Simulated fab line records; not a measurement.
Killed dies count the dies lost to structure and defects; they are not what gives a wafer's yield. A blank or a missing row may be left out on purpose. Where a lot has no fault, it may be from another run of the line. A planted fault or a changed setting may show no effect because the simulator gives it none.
2 desks, one fault ; flow sky130 ; what lay behind the numbers comes last; until then each desk has only its own

THE TOOL OWNER'S DESK: iline stepper-02
The tool's own readings at SKY_PAD_OPEN_EXPOSE_04 (exposes mask PDM, target cd 60000 nm): means of the sampled wafers that have a number, for each lot that ran on this tool. Marked OUT: a lot whose mean sits more than 4 standard deviations from the usual mean, which makes it out of limits; the brackets give that distance.
Columns: A = exposure dose mJ cm2 at SKY_PAD_OPEN_EXPOSE_04, usual 260.02
lot;first seen here;A
L195;day 45 13:10;260.11
L196;day 47 04:21;259.87
L199;day 47 07:41;263.97 (+15) OUT
L201;day 47 10:02;263.77 (+14) OUT
L202;day 48 11:55;264.26 (+16) OUT
L203;day 48 12:19;263.93 (+15) OUT
This desk's verdict: out of limits on L199, L201, L202, L203, starting with L199 at day 47 07:41 (exposure dose mJ cm2 at SKY_PAD_OPEN_EXPOSE_04). L195, L196: within limits.

AT THE METROLOGY DESK
What the gauges read, lot by lot, whatever tool the lot ran on: means of the sampled wafers that have a number. Marked OUT: a lot whose mean sits more than 4 standard deviations from the usual mean, which makes it out of limits; the brackets give that distance.
Columns: A = VIA3_W_THK at SKY_VIA3_THK_MEAS_23, usual 385 nm; B = PAD_OPEN_BOW at SKY_PAD_OPEN_BOW_MEAS_13, usual 48 um
lot;first seen here;A;B
L194;day 39 20:39;393;48
L195;day 40 02:20;385;49
L198;day 41 15:43;386;48
L196;day 41 22:05;395;47
L199;day 42 03:32;384;49
L201;day 42 03:47;382;59
L202;day 43 10:13;384;52
L203;day 43 11:21;388;35
L205;day 43 11:26;388;39
L206;day 43 15:13;396;61
L207;day 43 21:16;392;58
L209;day 44 06:28;383;40
L212;day 45 06:47;385;41
L216;day 45 19:37;380;52
This desk's finding: nothing out of limits on any of the 14 lots.

BROUGHT TOGETHER
The tool owner's desk could have raised an alarm at day 47 07:41, on L199, L201, L202, L203.
Nothing out of limits was seen by the metrology desk.
The metrology desk holds a record of L199, L201, L202, L203, inside its limits.
SKY_PAD_OPEN_EXPOSE_04 was run on iline stepper-02 by each of the lots named.

WHAT WAS PUT IN BY THE SIMULATOR
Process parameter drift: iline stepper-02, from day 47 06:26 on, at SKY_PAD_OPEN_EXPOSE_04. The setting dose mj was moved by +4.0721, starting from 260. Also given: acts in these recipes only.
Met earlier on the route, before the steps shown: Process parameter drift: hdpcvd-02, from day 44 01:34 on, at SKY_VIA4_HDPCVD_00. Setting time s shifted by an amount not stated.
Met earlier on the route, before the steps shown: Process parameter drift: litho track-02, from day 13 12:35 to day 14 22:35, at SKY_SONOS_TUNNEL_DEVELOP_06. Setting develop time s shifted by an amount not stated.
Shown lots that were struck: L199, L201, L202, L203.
Hours from the fault's start to each desk's first reading out of limits: the tool owner's desk, 1.
